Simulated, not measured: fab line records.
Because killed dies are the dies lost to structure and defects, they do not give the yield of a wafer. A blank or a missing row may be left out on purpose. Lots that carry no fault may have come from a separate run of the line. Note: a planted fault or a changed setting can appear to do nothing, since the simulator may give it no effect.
Problem report, 8D (eight disciplines) form, completed by code :: flow sky130 :: the parts of the form that need people (team, actions taken, sign-off) are left out

== 1. WHAT WENT WRONG ==
A mean of 34.0 is read at SKY_PAD_OPEN_PROBE_99 for killed_at_M4_up, taken on 1 wafer of 1 lot, against 2.9 (standard deviation 1.7) on wafers free of any fault. That is +18 standard deviations from the usual mean.
The first sign was on wafer L316.5 at day 50 22:20, on prober-02. Wafers with a number at this step in the record: 8, from 3 lots. By rule, "out" or "out of limits" means more than 4 standard deviations away from the usual mean. All remaining wafers that have a number are taken as sound.

== 2. WHAT IT IS, AND WHAT IT ISN'T ==
question: which readings at this step
is: killed_at_M4_up, defect_limited_yield, killed_dies, sort_bin_3_pad_short, sort_n_pass, sort_yield_pct
is not: killed_at_M0_to_M3, killed_at_contacts, killed_at_front_end, killed_at_other, killed_open, killed_short, sort_bin_6_memory

question: which lots
is: L316
is not: L299, L310

question: which wafers of those lots
is: L316.5
is not: L316.2

question: read on which tools
is: prober-02
is not: prober-01

question: when
is: from day 50 22:20
is not: up to then (7 sound wafers)

== 3. SUSPECTS, AND WHAT RULES EACH OUT ==
Counting: any tool at a process step up to the reading remains a suspect provided it ran every lot that is out. Sound lots after the first of them don't rule it out here, since some wafers of a struck lot are sound.
- rie_diel-02 at SKY_VIA4_ETCH_12 (etches SiO2 in C4F8/O2/Ar, stops on TiN, target depth 580 nm): kept. It processed L316, the lot that is out, at day 48 13:06, and its most recent sound lot before then was L310 at day 47 12:32.
- pvd_sputter-03 at SKY_METAL5_SPUTTER_00 (material Ti, target thk 15 nm, time 10 s): kept. It processed L316, the lot that is out, at day 48 14:58, and its most recent sound lot before then was L310 at day 47 13:55.
- rie_diel-04 at SKY_PASSIVATION_ETCH_11 (etches the open film in CF4/O2, stops on AlCu, target depth 725 nm, time 161.1 s): kept. It ran the lot that is out, L316 (day 50 04:28).
- plasma_asher-01 at SKY_PAD_OPEN_STRIP_08 (strips in O2/N2): kept. It processed L316, the lot that is out, at day 50 19:55, and its most recent sound lot before then was L310 at day 49 21:55.
- prober-02 at SKY_PAD_OPEN_PROBE_99: kept. It ran the lot that is out, L316 (day 50 22:11). On those wafers its own readings are out: defect_limited_yield, killed_at_M4_up, killed_dies, sort_bin_3_pad_short, sort_n_pass, sort_yield_pct.
- Within rie_diel-02 at SKY_VIA4_ETCH_12: the wafers that are out ran in chamber 0; their sound lot-mates ran in chamber 2.
- Within rie_diel-04 at SKY_PASSIVATION_ETCH_11: the wafers that are out ran in chamber 0; their sound lot-mates ran in chamber 2.
Left after counting: rie_diel-02 at SKY_VIA4_ETCH_12, pvd_sputter-03 at SKY_METAL5_SPUTTER_00, rie_diel-04 at SKY_PASSIVATION_ETCH_11, plasma_asher-01 at SKY_PAD_OPEN_STRIP_08, prober-02 at SKY_PAD_OPEN_PROBE_99.

== 4. THE CAUSE (what the simulator had put in) ==
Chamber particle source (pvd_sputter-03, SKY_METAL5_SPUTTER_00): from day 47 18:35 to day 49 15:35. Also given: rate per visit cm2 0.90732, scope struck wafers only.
After counting, 5 suspects remain, this tool included.

== 5. THE EFFECT CHAIN, in route order ==
Each row: a reading where the mean over the struck wafers with a number is more than 3 standard deviations away from the usual. Readings are gone through only where the record gives a usual standard deviation; hours: the median, over the lots, of the time from a lot's start at the first step in this table giving one to that lot's start at this step; sigmas: the change measured in usual standard deviations.
hours: 0
step: SKY_PAD_OPEN_PROBE_99
reading: defect_limited_yield
usual: 82.4 %
on struck wafers: 74.0
change: -8.4
sigmas: -4.4

hours: 0
step: SKY_PAD_OPEN_PROBE_99
reading: killed_at_M4_up
usual: 2.9
on struck wafers: 34.0
change: +31.1
sigmas: +18

hours: 0
step: SKY_PAD_OPEN_PROBE_99
reading: killed_dies
usual: 87
on struck wafers: 128
change: +41
sigmas: +4.3

hours: 0
step: SKY_PAD_OPEN_PROBE_99
reading: sort_bin_3_pad_short
usual: 0.8 %
on struck wafers: 2.6
change: +1.8
sigmas: +4.6

hours: 0
step: SKY_PAD_OPEN_PROBE_99
reading: sort_bin_5_function
usual: 10.5 %
on struck wafers: 15.9
change: +5.4
sigmas: +3.4

hours: 0
step: SKY_PAD_OPEN_PROBE_99
reading: sort_n_pass
usual: 405
on struck wafers: 364
change: -41
sigmas: -4.3

hours: 0
step: SKY_PAD_OPEN_PROBE_99
reading: sort_yield_pct
usual: 82.3 %
on struck wafers: 74.0
change: -8.3
sigmas: -4.4
The process steps in it:
- SKY_PAD_OPEN_PROBE_99

== 6. WHAT WOULD HAVE CAUGHT IT SOONER ==
In this record no reading fell out of limits until day 50 22:20, 76 hours after the fault had begun at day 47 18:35.
Tool readings at SKY_METAL5_SPUTTER_00 with a usual standard deviation given in the record: none out on any struck wafer, hence no alarm at a limit of 4 standard deviations on them.
The start of SKY_METAL5_SPUTTER_00 on pvd_sputter-03 came by day 50 22:20 for every one of the lots that are out (1). A hold on the tool at that time would have spared none of them.
